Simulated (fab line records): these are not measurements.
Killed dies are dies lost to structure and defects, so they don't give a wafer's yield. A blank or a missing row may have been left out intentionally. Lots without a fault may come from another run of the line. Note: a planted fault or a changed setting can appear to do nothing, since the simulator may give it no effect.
fab line records | flow sky130
[record] lots = 5 wafers = 15 last-day = 49
route steps=708 shown NWELL@69 VT_ADJUST_HVTP@85 VT_ADJUST_LVTN@97 SONOS_ONO@183 PAD_OPEN@708
lots untouched by any fault: they come from a run of this same line in which no faults occurred
start-h: the number of hours between the record's first day and the start of the first shown wafer of the lot | wait-h: hours elapsed since this lot's preceding step | " same as the row above | L1.1+2: a row that stands for several wafers | - either no value or no given start | * or withheld: withheld | < > ~ a bound
route shown NAME@n: a module of which the file shows steps, and the number in the route of the first | usual: the fault-free wafers' mean and standard deviation | same: alike in all rows | chamber/n: place in a boat | sites: readings site by site | _std_site: standard deviation of those values | _edge_site: inner sites' mean taken away from outer sites' mean | radius-mm: how far each site lies from the wafer's centre | mask NAME#n: copy n | behind: the tool/chamber that last shaped the wafer | hold: why the lot went on hold/how many hours it stayed there/how the hold came to an end | device: transistor that didn't switch, given as n, p or np | end of line: the tests these same wafers got at the end of their route | where a step has no rows: the recipe by itself | killed: count of dies lost to structure and defects at first sort (not the wafer's yield) | map: per-die view of a wafer (x killed, . not killed, _ where there is no die)
set.NAME: the run value of the setting; set.NAME@STEP: its run value at that earlier step | model.NAME: the simulator's own value behind a step, which no gauge read
certain route steps with their lots: each step a table, each wafer a row
services: when a tool's chamber went out of use (start-h, in hours from the record's first day, below 0 if earlier), for how many hours, and the reason
[[steps]]
[step SKY_NWELL_DEHYDRATE_16]
[recipe] temp-c = 200 time-s = 60
[step SKY_NWELL_HMDS_17]
[recipe] prime-time-s = 60 prime-temp-c = 120
[step SKY_NWELL_COAT_18]
[recipe] spin-rpm = 2000 resist-thk-nm = 3000
[step SKY_NWELL_SOFTBAKE_19]
[recipe] temp-c = 110 time-s = withheld
[step SKY_NWELL_EXPOSE_20]
[recipe] mask-id = NWM_COMPLEMENT na = 0.6 source-shape = conventional sigma-outer = 0.6 polarization = unpolarized target-cd-nm = 840 dose-mj = 260
[step SKY_NWELL_PEB_21]
[recipe] temp-c = 115 time-s = withheld
[step SKY_NWELL_DEVELOP_22]
[recipe] wall-angle-deg = 90 developer = TMAH develop-time-s = 60 dev-temp-c = 23
[step SKY_NWELL_IMPLANT_24]
[recipe] species = B energy-kev = 140 dose-cm2 = 9.2e+12 tilt-deg = withheld
[step SKY_NWELL_STRIP_25]
[recipe] chemistry = O2/N2 power-w = 1400 pressure-mtorr = 1500 platen-temp-c = withheld o2-flow-sccm = 3000 n2-flow-sccm = 300 overash-fraction = 0.5
[step SKY_NWELL_CLEAN_27]
[recipe] chemistry = SC1/SC2 mix = 1:4:20 temp-c = 70 time-s = 150 dry = n2-spin
[usual] bath-guard-temp-C = 69.9/0.38 bath-heat-duty-pct = 12.6/1.3
// columns lot.wafer tool chamber start-h wait-h bath-guard-temp-C bath-heat-duty-pct model.SiO2_of_NWELL_OXIDATION_01.thk-nm
L663.1 wet-bench-02 3 138.51 0.1 - - 9.953
L663.2 " 3 " " - - 9.793
L663.4 " 3 " " - - 9.843
L664.1 wet-bench-03 0 145.86 0.1 - - 9.989
L664.4 " 0 " " - - 10.06
L664.6 " 0 " " - - 10.15
L665.3 wet-bench-02 3 146.21 0.0 - - 9.909
L665.4 " 3 " " - - 10.01
L665.6 " 3 " " - - 9.89
L675.3 wet-bench-02 1 199.91 0.0 70.1 10.9 9.733
L675.5 " 1 " " 70.1 9.0 9.845
L675.6 " 1 " " 70.0 10.8 9.995
L677.3 wet-bench-02 0 210.54 0.0 70.0 12.3 9.612
L677.4 " 0 " " 70.4 12.8 9.638
L677.5 " 0 " " 69.8 11.9 9.681
[step SKY_NWELL_RTA_28]
[recipe] temp-c = 1050 time-s = 30 idle-temp-c = 650 ramp-up-c-per-s = 150 ramp-down-c-per-s = 90 ambient = N2
[step SKY_VT_ADJUST_HVTP_DEHYDRATE_00]
[recipe] temp-c = 200 time-s = 60
[step SKY_VT_ADJUST_HVTP_HMDS_01]
[recipe] prime-time-s = 60 prime-temp-c = 120
[step SKY_VT_ADJUST_HVTP_COAT_02]
[recipe] resist = NOVOLAK spin-rpm = 3000 resist-thk-nm = 1140
[step SKY_VT_ADJUST_HVTP_SOFTBAKE_03]
[recipe] temp-c = 90 time-s = 60 resist = NOVOLAK
[step SKY_VT_ADJUST_HVTP_EXPOSE_04]
[recipe] mask-id = HVTPM na = 0.6 source-shape = conventional sigma-outer = 0.6 polarization = unpolarized target-cd-nm = 380 dose-mj = 140
[step SKY_VT_ADJUST_HVTP_PEB_05]
[recipe] temp-c = withheld time-s = * resist = NOVOLAK
[step SKY_VT_ADJUST_HVTP_DEVELOP_06]
[recipe] resist = NOVOLAK developer = TMAH develop-time-s = 60 dev-temp-c = 23
[step SKY_VT_ADJUST_HVTP_IMPLANT_09]
[recipe] species = As energy-kev = 150 dose-cm2 = 4.3e+12 tilt-deg = withheld
[step SKY_VT_ADJUST_HVTP_STRIP_10]
[recipe] chemistry = O2/N2 power-w = 1400 pressure-mtorr = 1500 platen-temp-c = withheld o2-flow-sccm = 3000 n2-flow-sccm = 300 overash-fraction = 0.5
[step SKY_VT_ADJUST_LVTN_DEHYDRATE_00]
[recipe] temp-c = 200 time-s = 60
[step SKY_VT_ADJUST_LVTN_HMDS_01]
[recipe] prime-time-s = 60 prime-temp-c = 120
[step SKY_VT_ADJUST_LVTN_COAT_02]
[recipe] spin-rpm = 2000 resist-thk-nm = 3000
[step SKY_VT_ADJUST_LVTN_SOFTBAKE_03]
[recipe] temp-c = 110 time-s = withheld
[step SKY_VT_ADJUST_LVTN_EXPOSE_04]
[recipe] mask-id = NWM_COMPLEMENT_LESS_NATIVE na = 0.6 source-shape = conventional sigma-outer = 0.6 polarization = unpolarized target-cd-nm = 840 dose-mj = 194
[step SKY_VT_ADJUST_LVTN_PEB_05]
[recipe] temp-c = 115 time-s = withheld
[step SKY_VT_ADJUST_LVTN_DEVELOP_06]
[recipe] wall-angle-deg = 90 developer = TMAH develop-time-s = 60 dev-temp-c = 23
[step SKY_VT_ADJUST_LVTN_IMPLANT_08]
[recipe] species = B energy-kev = 30 dose-cm2 = 1.57e+12 tilt-deg = withheld
[step SKY_VT_ADJUST_LVTN_STRIP_09]
[recipe] chemistry = O2/N2 power-w = 1400 pressure-mtorr = 1500 platen-temp-c = withheld o2-flow-sccm = 3000 n2-flow-sccm = 300 overash-fraction = 0.5
[step SKY_VT_ADJUST_LVTN_DEHYDRATE_11]
[recipe] temp-c = 200 time-s = 60
[step SKY_VT_ADJUST_LVTN_HMDS_12]
[recipe] prime-time-s = 60 prime-temp-c = 120
[step SKY_SONOS_ONO_ETCH_15]
[recipe] target-depth-nm = 19.52 chemistry = CHF3/O2 source-w = 600 bias-w = 200 pressure-mtorr = 40 chf3-flow-sccm = 50 O2_flow_sccm = 5 time-s = 7.8
[usual] drypump-motor-current-A = 5.8/0.37 oes-product-au = 1.009/0.012 throttle-valve-pct = 8.826/0.0093
// columns lot.wafer tool chamber start-h wait-h drypump-motor-current-A oes-product-au rf-hours-counter-h throttle-valve-pct model.SiO2_of_NWELL_OXIDATION_01.thk-nm
L663.1 rie-diel-03 2 326.07 0.0 5.5 1.005 3 8.829 5.703
L663.2 " 0 " " 6.2 0.993 113 8.821 5.617
L663.4 " 1 " " 6.0 0.985 124 8.825 5.709
L665.3 rie-diel-02 2 337.72 0.0 5.1 1.001 101 8.828 5.713
L665.4 " 2 " " 5.1 1.004 - 8.834 5.819
L665.6 " 1 " " 5.9 1.004 - 8.840 5.698
L664.1 rie-diel-03 0 340.02 0.0 6.1 0.991 113 8.815 5.865
L664.4 " 3 " " 6.4 0.996 - 8.832 5.902
L664.6 " 2 " " 5.5 0.998 - 8.843 5.973
L675.3 rie-diel-01 0 412.52 0.0 5.7 1.008 6 8.803 5.493
L675.5 " 3 " " 5.2 0.999 - 8.823 5.673
L675.6 " 0 " " 5.7 1.014 - 8.825 5.743
L677.3 rie-diel-02 3 427.42 0.0 6.3 1.004 87 8.838 5.409
L677.4 " 3 " " 6.3 1.003 - 8.831 5.443
L677.5 " 0 " " 5.6 1.004 - 8.806 5.505
[step SKY_PAD_OPEN_PROBE_99]
[usual] killed_at_M0_to_M3 = 44/7.1 killed_at_M4_up = 3.5/2 killed-at-contacts = 24/5.3 killed-at-front-end = 15/4.8 killed-at-other = 0.1/0.35 killed-dies = 86/9.3 killed-open = 47/7.8 killed-short = 39/5.9
[same] gross-dies = 492 killed-at-back-side = 0
// columns lot.wafer tool chamber start-h wait-h killed_at_M0_to_M3 killed_at_M4_up killed-at-contacts killed-at-front-end killed-at-other killed-dies killed-open killed-short model.etest.cap-thick-oxide.gate-bv-v model.etest.cap-thin-oxide.gate-bv-v
L663.1 prober-02 - 1110.75 0.1 42 2 23 23 0 90 60 30 14.02 6.403
L663.2 prober-02 - 1110.80 0.1 37 4 23 4 0 68 35 33 14.05 6.474
L663.4 prober-02 - 1110.90 0.2 40 1 22 13 0 76 44 32 14.39 6.426
L665.3 prober-01 - 1117.68 0.2 40 4 22 12 0 78 45 33 14.32 6.434
L665.4 prober-01 - 1117.73 0.2 34 6 25 9 0 74 39 35 13.91 6.328
L665.6 prober-01 - 1117.83 0.2 41 4 17 13 0 75 36 39 14.34 6.459
L664.1 prober-02 - 1119.38 0.1 41 5 24 21 0 91 39 52 14.33 6.521
L664.4 prober-02 - 1119.53 0.2 50 4 25 14 0 93 46 47 14.11 6.621
L664.6 prober-02 - 1119.63 0.2 41 3 21 13 1 79 43 36 14.51 6.305
L675.3 prober-02 - 1169.81 0.2 35 5 23 12 1 76 44 32 15.86 7.056
L675.5 prober-02 - 1169.91 0.2 32 5 14 14 1 66 33 33 15.57 6.923
L675.6 prober-02 - 1169.96 0.2 36 2 28 14 0 80 47 33 16.32 7.211
L677.3 prober-02 - 1175.36 0.2 48 3 35 8 0 94 59 35 15.58 7.104
L677.4 prober-02 - 1175.41 0.2 39 7 19 10 0 75 29 46 15.65 6.986
L677.5 prober-02 - 1175.46 0.2 46 6 23 8 0 83 47 36 16 7.081
// killed by level:class
L663.1 VIA1:geometric-particle:open=15 LI_CONTACT:geometric-particle:open=9 FIELD_ISO:geometric-particle:open=7 FIELD_ISO:geometric-particle:short=7 VIA1:geometric-particle:short=7 CONTACT:geometric-particle:open=7 POLY_CUT:geometric-particle:open=5 METAL2:geometric-particle:short=5
L663.2 CONTACT:geometric-particle:open=9 LI_CONTACT:geometric-particle:open=7 VIA1:geometric-particle:open=7 METAL2:geometric-particle:short=6 VIA1:geometric-particle:short=5 VIA2:geometric-particle:open=5 CONTACT:geometric-particle:short=4 METAL4:geometric-particle:short=4
L663.4 VIA1:geometric-particle:open=14 CONTACT:geometric-particle:open=9 LI_CONTACT:geometric-particle:open=9 METAL1:geometric-particle:short=8 POLY_GATE:geometric-particle:short=5 VIA1:geometric-particle:short=5 VIA2:geometric-particle:short=4 FIELD_ISO:geometric-particle:open=3
L665.3 CONTACT:geometric-particle:open=9 VIA1:geometric-particle:open=9 VIA2:geometric-particle:open=8 VIA3:geometric-particle:open=7 FIELD_ISO:geometric-particle:open=5 LOCAL_INTERCONNECT:geometric-particle:short=5 VIA1:geometric-particle:short=5 FIELD_ISO:geometric-particle:short=3
L665.4 CONTACT:geometric-particle:open=9 VIA3:geometric-particle:open=7 FIELD_ISO:geometric-particle:open=6 VIA1:geometric-particle:short=6 VIA1:geometric-particle:open=6 CONTACT:geometric-particle:short=5 LOCAL_INTERCONNECT:geometric-particle:short=4 METAL1:geometric-particle:short=4
L665.6 VIA2:geometric-particle:open=10 LI_CONTACT:geometric-particle:open=6 METAL2:geometric-particle:short=6 POLY_GATE:geometric-particle:short=5 VIA1:geometric-particle:open=5 METAL1:geometric-particle:short=5 FIELD_ISO:geometric-particle:open=4 VIA1:geometric-particle:short=4
L664.1 LI_CONTACT:geometric-particle:open=8 METAL2:geometric-particle:short=8 POLY_GATE:geometric-particle:short=7 VIA1:geometric-particle:open=6 VIA2:geometric-particle:open=6 LI_CONTACT:geometric-particle:short=5 VIA1:geometric-particle:short=5 FIELD_ISO:geometric-particle:short=4
L664.4 VIA1:geometric-particle:open=13 VIA2:geometric-particle:open=9 LI_CONTACT:geometric-particle:open=7 VIA2:geometric-particle:short=6 CONTACT:geometric-particle:open=6 METAL1:geometric-particle:short=6 CONTACT:geometric-particle:short=5 FIELD_ISO:geometric-particle:short=4
L664.6 CONTACT:geometric-particle:short=8 VIA1:geometric-particle:open=7 METAL2:geometric-particle:short=7 VIA2:geometric-particle:open=7 VIA3:geometric-particle:open=7 POLY_GATE:geometric-particle:short=4 LI_CONTACT:geometric-particle:open=4 CONTACT:geometric-particle:open=4
L675.3 LI_CONTACT:geometric-particle:open=11 VIA2:geometric-particle:open=6 FIELD_ISO:geometric-particle:open=5 VIA3:geometric-particle:open=5 CONTACT:geometric-particle:short=5 VIA1:geometric-particle:open=5 METAL2:geometric-particle:short=4 VIA3:geometric-particle:short=4
L675.5 CONTACT:geometric-particle:open=8 VIA1:geometric-particle:open=7 VIA2:geometric-particle:open=6 FIELD_ISO:geometric-particle:short=5 VIA2:geometric-particle:short=4 METAL4:geometric-particle:short=4 SPACER:geometric-particle:open=3 VIA3:geometric-particle:open=3
L675.6 LI_CONTACT:geometric-particle:open=9 VIA1:geometric-particle:open=9 CONTACT:geometric-particle:open=8 CONTACT:geometric-particle:short=6 METAL2:geometric-particle:short=6 VIA2:geometric-particle:open=5 FIELD_ISO:geometric-particle:short=4 FIELD_ISO:geometric-particle:open=4
L677.3 VIA1:geometric-particle:open=15 CONTACT:geometric-particle:open=13 VIA2:geometric-particle:open=10 METAL1:geometric-particle:short=7 VIA3:geometric-particle:open=7 LI_CONTACT:geometric-particle:short=6 LI_CONTACT:geometric-particle:open=5 LOCAL_INTERCONNECT:geometric-particle:short=5
L677.4 METAL1:geometric-particle:short=7 VIA3:geometric-particle:open=7 METAL2:geometric-particle:short=7 METAL4:geometric-particle:short=6 LOCAL_INTERCONNECT:geometric-particle:short=5 FIELD_ISO:geometric-particle:short=4 LI_CONTACT:geometric-particle:open=4 CONTACT:geometric-particle:open=4
L677.5 CONTACT:geometric-particle:open=9 VIA3:geometric-particle:open=9 VIA1:geometric-particle:open=6 METAL1:geometric-particle:short=6 METAL2:geometric-particle:short=5 VIA3:geometric-particle:short=5 LI_CONTACT:geometric-particle:open=4 LI_CONTACT:geometric-particle:short=4
[[services]]
// columns tool chamber start-h hours kind
rie-diel-02 0 146.84 33.4 repair
rie-diel-03 2 175.16 - clean
rie-diel-03 0 178.24 13.0 repair
rie-diel-01 0 178.32 5.1 repair
rie-diel-01 1 180.47 4.9 repair
wet-bench-02 - 190.23 4.4 pm
rie-diel-02 - 193.88 14.6 pm
rie-diel-02 3 240.75 14.6 repair
rie-diel-01 1 242.61 7.0 repair
rie-diel-03 - 250.30 0.2 repair
rie-diel-03 3 273.98 10.0 repair
rie-diel-01 1 274.37 1.6 repair
rie-diel-03 2 278.12 8.1 repair
rie-diel-01 3 282.13 5.2 repair
rie-diel-03 0 284.43 5.3 repair
rie-diel-01 0 287.58 23.2 repair
rie-diel-02 3 295.13 7.8 repair
rie-diel-03 2 308.17 6.5 repair
rie-diel-03 1 314.82 4.7 repair
rie-diel-02 3 333.66 14.7 repair
rie-diel-01 - 336.63 3.1 repair
rie-diel-03 - 382.29 2.8 pm
rie-diel-03 0 395.69 2.5 repair
rie-diel-01 - 396.32 14.6 pm
[[key]]
[first-sign] step = SKY_NWELL_CLEAN_27 reading = tool-record direction = missing
effect none on later readings
[model-effect] step = SKY_NWELL_CLEAN_27 value = SiO2_of_NWELL_OXIDATION_01.thk-nm without = 9.61 struck = 9.955
[model-effect] step = SKY_SONOS_ONO_ETCH_15 value = SiO2_of_NWELL_OXIDATION_01.thk-nm without = 5.434 struck = 5.778
[model-effect] step = SKY_PAD_OPEN_PROBE_99 value = etest.cap-thick-oxide.gate-bv-v without = 15.67 struck = 14.22
met-at SKY_NWELL_CLEAN_27
struck-wafers L663.1,L663.2,L663.4,L664.1,L664.4,L664.6,L665.3,L665.4,L665.6
tester-left-out L663,L664,L665
[fault] kind = skipped-step-whole tool = wet-bench-02,wet-bench-03 chamber = - onset-h = 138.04 steps = SKY_NWELL_CLEAN_27 scope = struck-lots-only
// tester-left-out: of these lots the tester's yield and bins aren't shown, on N5 and GAA mostly nor the transistor test; their killed dies are dies lost to structure and defects alone, not to doping, threshold or leakage, so they don't give the yield
